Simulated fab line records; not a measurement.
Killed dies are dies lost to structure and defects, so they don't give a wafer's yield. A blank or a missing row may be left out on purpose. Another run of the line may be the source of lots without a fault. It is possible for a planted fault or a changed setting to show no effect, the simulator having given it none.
A struck lot beside a sound one | flow gf180mcu | 14 steps out of a route of 602
Sound: these wafers, L149.1, L149.3, L149.5. Struck: wafers L143.1, L143.2, L143.5. The cause is named last.
At each step with rows: each side's tool, then ch and its chambers, then its first start. Under that, the readings that differ: sound wafers | struck wafers | difference of the means | sigmas: that difference in standard deviations of wafers without a fault.
alike: words and numbers the same on both sides, and readings whose means are apart by under 2 such deviations; not compared: readings that were withheld, readings missing a value for some wafer, numbers with overlapping values and no deviation given by the record, and bounds like >300 which may hide the same value.
Wherever a step has rows on one side only, a row that says differs or no value, or a row with sigmas, the two part there. Numbers that have no deviation but don't overlap get no sigmas and don't part them. A reading missing from all wafers of one side parts the sides only when that side holds two or more wafers.

GF_MIM_THK_MEAS_06:
  sound on film_metro-02 at day 29 21:03; struck on film_metro-02 at day 27 23:13
  alike: MIM_CVD_05_THK
GF_MIM_SPUTTER_07: material TiN, target thk 60 nm, time 50 s.
  sound on pvd_sputter-04 at day 29 21:07; struck on pvd_sputter-01 at day 27 23:17
  alike: throttle_valve_pct
GF_MIM_SPUTTER_08: material AlCu, target thk 200 nm, time 10.6 s.
  sound on pvd_sputter-04 at day 29 21:09; struck on pvd_sputter-01 at day 27 23:19
  alike: throttle_valve_pct
GF_MIM_SPUTTER_09: material TiN, target thk 35 nm, time 29.2 s.
  sound on pvd_sputter-04 at day 29 21:10; struck on pvd_sputter-01 at day 27 23:20
  alike: throttle_valve_pct
GF_MIM_RS_MEAS_10: a four-point-probe measurement.
  sound on film_metro-01 at day 29 21:12; struck on film_metro-03 at day 27 23:22
  alike: MIM_ALCU_RS
GF_MIM_THK_MEAS_11: measures by xrf.
  sound on film_metro-01 at day 29 21:19; struck on film_metro-03 at day 27 23:29
  alike: MIM_ALCU_THK
then, 6 steps without rows for these wafers: GF_MIM_DEHYDRATE_12 (time 60 s); GF_MIM_HMDS_13 (prime time 60 s); GF_MIM_COAT_14 (resist thk 1000 nm); GF_MIM_SOFTBAKE_15 (time 60 s); GF_MIM_EXPOSE_16 (exposes mask FuseTop, target cd 2000 nm); GF_MIM_PEB_17.
GF_MIM_DEVELOP_18: develop time 60 s.
  sound on litho_track-02 ch 0, day 30 14:44; struck on litho_track-02, day 28 18:47
  no value came back on the struck wafers for chill_plate_temp_C (C), develop_time_s (s); on the sound wafers chill_plate_temp_C (C) reads 23.24 23.18 23.11
GF_MIM_METAL_ETCH_19: etches the open film in Cl2/BCl3, stops on Si3N4, target depth 324.5 nm, time 54.1 s.
  sound on rie_metal-02 ch 0,1, day 30 14:53; struck on rie_metal-02 ch 0,1, day 28 18:56
  alike: drypump_motor_current_A, oes_product_au, throttle_valve_pct
  not compared: rf_hours_counter_h

## WHERE THEY PART
At GF_MIM_DEVELOP_18 and nowhere else, as far as this record goes. Later steps at which nothing parts them and some readings are alike: GF_MIM_METAL_ETCH_19.

WHY: what the simulator had put in
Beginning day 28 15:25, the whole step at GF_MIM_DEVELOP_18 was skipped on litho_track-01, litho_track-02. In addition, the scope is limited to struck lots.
